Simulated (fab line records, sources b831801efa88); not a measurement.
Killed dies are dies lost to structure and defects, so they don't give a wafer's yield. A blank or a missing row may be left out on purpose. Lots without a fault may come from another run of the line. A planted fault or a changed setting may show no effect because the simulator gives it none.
fab line records | flow sky130
record lots=13 wafers=39 last_day=51
route steps=708 shown VT_ADJUST_NCORE@126 VT_ADJUST_PCH@150 GATE_OXIDE@189 POLY_GATE@223 PAD_OPEN@708
lots that met no fault: from a run of the same line without faults
start_h: hours from the record's first day to the start of the lot's first wafer shown | wait_h: hours since the lot's step before | " the same as in the row above | L1.1+2: a row that stands for several wafers | - no value, or no start given | * or withheld: withheld | < > ~ a bound
route shown NAME@n: a module of which the file shows steps, and the number in the route of the first | usual: mean/standard deviation of fault-free wafers | same: alike in all rows | chamber/n: place in a boat | sites: the reading at each site | _std_site: their standard deviation | _edge_site: outer sites' mean less inner sites' | radius_mm: how far each site lies from the wafer's centre | mask NAME#n: copy n | behind: the tool/chamber that last shaped the wafer | hold: why the lot was held/for how many hours/how that ended | device: the transistor (n, p or np) that didn't switch | end of line: the same wafers' tests at the end of the route | a step without rows: its recipe alone | killed: dies lost to structure and defects at the first sort, not the wafer's yield | map: a wafer's dies, x killed, . not, _ none there
set.NAME: the setting as run; set.NAME@STEP: as run at that earlier step | model.NAME: the simulator's own value behind a step, which no gauge read
steps of the route over a sample of lots; a table a step, a row a wafer
services: from which hour (start_h, from the record's first day; less than 0 if before it) a tool's chamber was out of use, for how many hours, and why
## steps
# step SKY_VT_ADJUST_NCORE_CD_MEAS_07
# recipe target_cd_nm=380
# usual cd_nm=380.4/2.3
# columns lot.wafer tool chamber start_h wait_h cd_nm
L582.1 cd_sem-01 - 197.59 0.1 377.8
L582.4 " - " " 380.3
L582.5 " - " " 377.6
L583.1 cd_sem-01 - 202.68 0.1 383.2
L583.2 " - " " 381.1
L583.4 " - " " 384.2
L584.3 cd_sem-01 - 213.32 0.1 378.1
L584.4 " - " " 377.7
L584.5 " - " " 377.8
L585.3 cd_sem-02 - 219.69 0.1 384.8
L585.4 " - " " 381.4
L585.5 " - " " 384.3
L587.2 cd_sem-01 - 227.86 0.1 382.6
L587.3 " - " " 380.2
L587.6 " - " " 380.3
L590.2 cd_sem-02 - 250.54 0.2 380.7
L590.3 " - " " 383.3
L590.4 " - " " 382.0
L594.1 cd_sem-01 - 290.88 0.1 382.8
L594.2 " - " " 384.2
L594.4 " - " " 383.7
L598.1 cd_sem-01 - 327.29 0.1 376.4
L598.4 " - " " 377.7
L598.6 " - " " 378.0
L601.2 cd_sem-02 - 340.40 0.1 382.1
L601.4 " - " " 382.6
L601.6 " - " " 380.1
L600.1 cd_sem-01 - 341.05 0.1 383.1
L600.2 " - " " 381.9
L600.3 " - " " 380.4
L602.4 cd_sem-02 - 343.71 0.1 377.6
L602.5 " - " " 379.4
L602.6 " - " " 378.8
L603.1 cd_sem-01 - 348.98 0.1 379.5
L603.2 " - " " 381.0
L603.5 " - " " 377.9
L604.2 cd_sem-02 - 354.42 0.1 375.5
L604.4 " - " " 376.7
L604.5 " - " " 374.3
# step SKY_VT_ADJUST_PCH_OVL_MEAS_07
# usual VT_ADJUST_PCH_OVL=-1.1/1.5
# columns lot.wafer tool chamber start_h wait_h VT_ADJUST_PCH_OVL[nm]
L582.1 overlay-02 - 241.09 - -1.2
L582.4 " - " " -2.6
L582.5 " - " " -1.1
L583.1 overlay-01 - 248.74 - 0.6
L583.2 " - " " -3.3
L583.4 " - " " 0.7
L584.3 overlay-02 - 259.88 - 0.7
L584.4 " - " " -0.1
L584.5 " - " " 0.3
L585.3 overlay-01 - 265.38 - -1.0
L585.4 " - " " -2.1
L585.5 " - " " -0.8
L587.2 overlay-02 - 275.83 - -2.8
L587.3 " - " " -1.2
L587.6 " - " " -3.7
L590.2 overlay-01 - 300.63 - 1.4
L590.3 " - " " 0.0
L590.4 " - " " 1.6
L594.1 overlay-01 - 342.99 - 0.6
L594.2 " - " " 2.1
L594.4 " - " " -0.7
L598.1 overlay-02 - 384.28 - 1.2
L598.4 " - " " -0.7
L598.6 " - " " 0.2
L601.2 overlay-01 - 397.64 - -3.4
L601.4 " - " " -1.1
L601.6 " - " " -2.2
L600.1 overlay-02 - 398.72 - -0.5
L600.2 " - " " -0.1
L600.3 " - " " 0.1
L602.4 overlay-02 - 401.20 - -3.5
L602.5 " - " " -3.1
L602.6 " - " " -1.0
L603.1 overlay-01 - 406.73 - -0.7
L603.2 " - " " -2.1
L603.5 " - " " -0.2
L604.2 overlay-02 - 413.18 - -0.5
L604.4 " - " " 2.1
L604.5 " - " " -2.9
# step SKY_GATE_OXIDE_THK_MEAS_02
# recipe reads=SiO2_of_GATE_OXIDE_OXIDATION_01
# usual GATE_OXIDE_OXIDATION_00_THK=10.30/0.2
# columns lot.wafer tool chamber start_h wait_h GATE_OXIDE_OXIDATION_00_THK[nm]
L582.1 film_metro-04 - 299.25 0.0 10.22
L582.4 " - " " 10.38
L582.5 " - " " 10.19
L583.1 film_metro-02 - 306.41 0.0 10.12
L583.2 " - " " 9.88
L583.4 " - " " 10.08
L584.3 film_metro-04 - 319.37 0.0 10.36
L584.4 " - " " 10.32
L584.5 " - " " 10.34
L585.3 film_metro-03 - 327.71 0.0 10.14
L585.4 " - " " 10.21
L585.5 " - " " 10.05
L587.2 film_metro-04 - 338.17 0.0 10.27
L587.3 " - " " 10.16
L587.6 " - " " 10.20
L590.2 film_metro-04 - 361.80 0.0 9.99
L590.3 " - " " 10.14
L590.4 " - " " 10.12
L594.1 film_metro-04 - 409.03 0.0 10.68
L594.2 " - " " 10.69
L594.4 " - " " 10.58
L598.1 film_metro-03 - 454.95 0.0 10.73
L598.4 " - " " 10.36
L598.6 " - " " 10.45
L600.1 film_metro-02 - 469.85 0.0 10.25
L600.2 " - " " 10.33
L600.3 " - " " 10.33
L601.2 film_metro-03 - 469.86 0.0 10.28
L601.4 " - " " 10.29
L601.6 " - " " 10.06
L603.1 film_metro-03 - 476.71 0.0 10.34
L603.2 " - " " 10.37
L603.5 " - " " 10.13
L602.4 film_metro-04 - 476.74 0.0 10.16
L602.5 " - " " 10.36
L602.6 " - " " 10.29
L604.2 film_metro-04 - 485.98 0.0 10.35
L604.4 " - " " 10.67
L604.5 " - " " 10.54
# step SKY_POLY_GATE_SOFTBAKE_09
# recipe temp_c=100 time_s=90 resist=KrF-thick
# usual run_length_s=119.1/0.31
# columns lot.wafer tool chamber start_h wait_h run_length_s
L582.1 litho_track-04 0 371 - 119.6
L582.4 " 0 " " 119.5
L582.5 " 0 " " 119.7
L583.1 litho_track-02 0 381 - 118.8
L583.2 " 0 " " 118.9
L583.4 " 0 " " 118.8
L584.3 litho_track-03 0 397 - 119.2
L584.4 " 0 " " 119.1
L584.5 " 0 " " 118.9
L585.3 litho_track-02 0 405 - 118.8
L585.4 " 0 " " 119.1
L585.5 " 0 " " 119.0
L587.2 litho_track-02 0 415 - 118.8
L587.3 " 0 " " 118.8
L587.6 " 0 " " 119.0
L590.2 litho_track-02 0 442 - 118.8
L590.3 " 0 " " 119.0
L590.4 " 0 " " 119.1
L594.1 litho_track-04 0 490 - 119.4
L594.2 " 0 " " 119.8
L594.4 " 0 " " 123.2
L598.1 litho_track-03 0 537 - 119.0
L598.4 " 0 538 - 118.8
L598.6 " 0 " " 119.1
L600.1 litho_track-02 0 550 - 118.8
L600.2 " 0 " " 118.9
L600.3 " 0 " " 119.0
L601.2 litho_track-04 0 552 - 119.5
L601.4 " 0 " " 119.7
L601.6 " 0 " " 119.4
L603.1 litho_track-02 0 558 - 119.0
L603.2 " 0 " " 118.8
L603.5 " 0 559 - 119.0
L602.4 litho_track-04 0 560 - 119.4
L602.5 " 0 " " 119.4
L602.6 " 0 " " 119.5
L604.2 litho_track-04 0 567 - 119.4
L604.4 " 0 " " 119.7
L604.5 " 0 " " 119.4
# step SKY_PAD_OPEN_PROBE_99
# usual killed_at_M0_to_M3=44/7.4 killed_at_M4_up=3.1/1.8 killed_at_contacts=25/6 killed_at_front_end=15/4.4 killed_at_other=0.3/0.49 killed_dies=88/10 killed_open=48/7.4 killed_short=39/6.3
# same gross_dies=492 killed_at_back_side=0
# columns lot.wafer tool chamber start_h wait_h killed_at_M0_to_M3 killed_at_M4_up killed_at_contacts killed_at_front_end killed_at_other killed_dies killed_open killed_short
L582.1 prober-01 - 1097.90 0.1 45 3 28 20 0 96 54 42
L582.4 prober-01 - 1098.05 0.2 38 5 28 25 0 96 53 43
L582.5 prober-01 - 1098.10 0.2 50 7 32 20 0 109 56 53
L583.1 prober-02 - 1098.19 0.1 49 7 14 12 0 82 39 43
L583.2 prober-02 - 1098.24 0.1 42 2 26 8 1 79 43 36
L583.4 prober-02 - 1098.34 0.2 47 2 22 16 0 87 46 41
L590.2 prober-01 - 1144.31 0.1 35 1 33 16 0 85 47 38
L590.3 prober-01 - 1144.36 0.2 50 1 33 19 0 103 63 40
L590.4 prober-01 - 1144.41 0.2 32 3 17 29 0 81 40 41
L594.1 prober-01 - 1171.17 0.1 45 2 29 11 0 87 57 30
L594.2 prober-01 - 1171.22 0.1 32 2 25 18 0 77 43 34
L594.4 prober-01 - 1171.32 0.2 25 5 24 14 0 68 32 36
# killed by level:class
L582.1 POLY_GATE:geometric_particle:open=10 LI_CONTACT:geometric_particle:open=9 VIA1:geometric_particle:open=9 METAL2:geometric_particle:short=8 CONTACT:geometric_particle:open=8 VIA2:geometric_particle:open=7 LOCAL_INTERCONNECT:geometric_particle:short=6 VIA2:geometric_particle:short=6
L582.4 VIA1:geometric_particle:open=10 LOCAL_INTERCONNECT:geometric_particle:short=9 VIA3:geometric_particle:open=9 FIELD_ISO:geometric_particle:open=8 FIELD_ISO:geometric_particle:short=7 CONTACT:geometric_particle:open=6 CONTACT:geometric_particle:short=5 VIA2:geometric_particle:short=5
L582.5 CONTACT:geometric_particle:short=11 VIA1:geometric_particle:open=11 FIELD_ISO:geometric_particle:open=7 CONTACT:geometric_particle:open=7 VIA2:geometric_particle:open=7 VIA3:geometric_particle:open=7 LOCAL_INTERCONNECT:geometric_particle:short=6 VIA1:geometric_particle:short=5
L583.1 VIA1:geometric_particle:open=11 METAL2:geometric_particle:short=9 LI_CONTACT:geometric_particle:open=7 VIA2:geometric_particle:short=6 METAL4:geometric_particle:short=6 VIA2:geometric_particle:open=5 VIA3:geometric_particle:open=5 POLY_GATE:geometric_particle:short=4
L583.2 VIA2:geometric_particle:open=9 VIA1:geometric_particle:open=8 LI_CONTACT:geometric_particle:open=7 CONTACT:geometric_particle:open=7 METAL1:geometric_particle:short=6 LI_CONTACT:geometric_particle:short=5 LOCAL_INTERCONNECT:geometric_particle:short=4 VIA1:geometric_particle:short=4
L583.4 VIA2:geometric_particle:short=8 LI_CONTACT:geometric_particle:open=7 VIA1:geometric_particle:open=7 CONTACT:geometric_particle:open=6 METAL1:geometric_particle:short=6 VIA2:geometric_particle:open=6 VIA3:geometric_particle:open=6 POLY_GATE:geometric_particle:short=5
L590.2 CONTACT:geometric_particle:open=13 LOCAL_INTERCONNECT:geometric_particle:short=11 VIA1:geometric_particle:open=7 FIELD_ISO:geometric_particle:open=6 VIA3:geometric_particle:open=6 METAL3:geometric_particle:short=6 VIA2:geometric_particle:open=5 FIELD_ISO:geometric_particle:short=4
L590.3 LI_CONTACT:geometric_particle:open=11 CONTACT:geometric_particle:open=10 VIA1:geometric_particle:open=10 VIA2:geometric_particle:open=9 VIA3:geometric_particle:open=6 FIELD_ISO:geometric_particle:short=5 METAL2:geometric_particle:short=5 FIELD_ISO:geometric_particle:open=4
L590.4 FIELD_ISO:geometric_particle:short=11 FIELD_ISO:geometric_particle:open=9 VIA1:geometric_particle:open=7 CONTACT:geometric_particle:open=6 VIA2:geometric_particle:short=5 VIA3:geometric_particle:open=5 POLY_GATE:geometric_particle:short=4 LI_CONTACT:geometric_particle:open=4
L594.1 LI_CONTACT:geometric_particle:open=13 VIA1:geometric_particle:open=12 CONTACT:geometric_particle:open=11 METAL1:geometric_particle:short=7 VIA3:geometric_particle:open=6 VIA2:geometric_particle:open=5 METAL3:geometric_particle:short=5 VIA1:geometric_particle:short=4
L594.2 LI_CONTACT:geometric_particle:open=8 CONTACT:geometric_particle:open=8 POLY_GATE:geometric_particle:open=7 VIA2:geometric_particle:open=6 POLY_GATE:geometric_particle:short=5 METAL3:geometric_particle:short=5 METAL1:geometric_particle:short=4 VIA1:geometric_particle:open=4
L594.4 CONTACT:geometric_particle:short=9 LI_CONTACT:geometric_particle:open=7 CONTACT:geometric_particle:open=7 POLY_GATE:geometric_particle:open=5 METAL2:geometric_particle:short=5 VIA1:geometric_particle:open=4 METAL4:geometric_particle:short=4 VIA1:geometric_particle:short=3
## services
# columns tool chamber start_h hours kind
litho_track-03 - 472.00 - consumable_replace:filter
## key
first_sign step=SKY_POLY_GATE_SOFTBAKE_09 reading=run_length_s direction=up sigmas=13 usual=* struck=*
effect none on later readings
met_at SKY_POLY_GATE_SOFTBAKE_09
struck_lots L594
struck_wafers L594.4
tester_left_out L594
not_acting_at SKY_VT_ADJUST_NCORE_CD_MEAS_07,SKY_VT_ADJUST_PCH_OVL_MEAS_07,SKY_GATE_OXIDE_THK_MEAS_02
onset_between 371 490
fault kind=process_parameter_drift tool=litho_track-04 chamber=- onset_h=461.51 steps=SKY_POLY_GATE_SOFTBAKE_09 channel=time_s offset=* shape=step end_h=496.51 scope=struck_wafers_only acts_in=* stated=*
# tester_left_out: of these lots the tester's yield and bins aren't shown, on N5 and GAA mostly nor the transistor test; their killed dies are dies lost to structure and defects alone, not to doping, threshold or leakage, so they don't give the yield
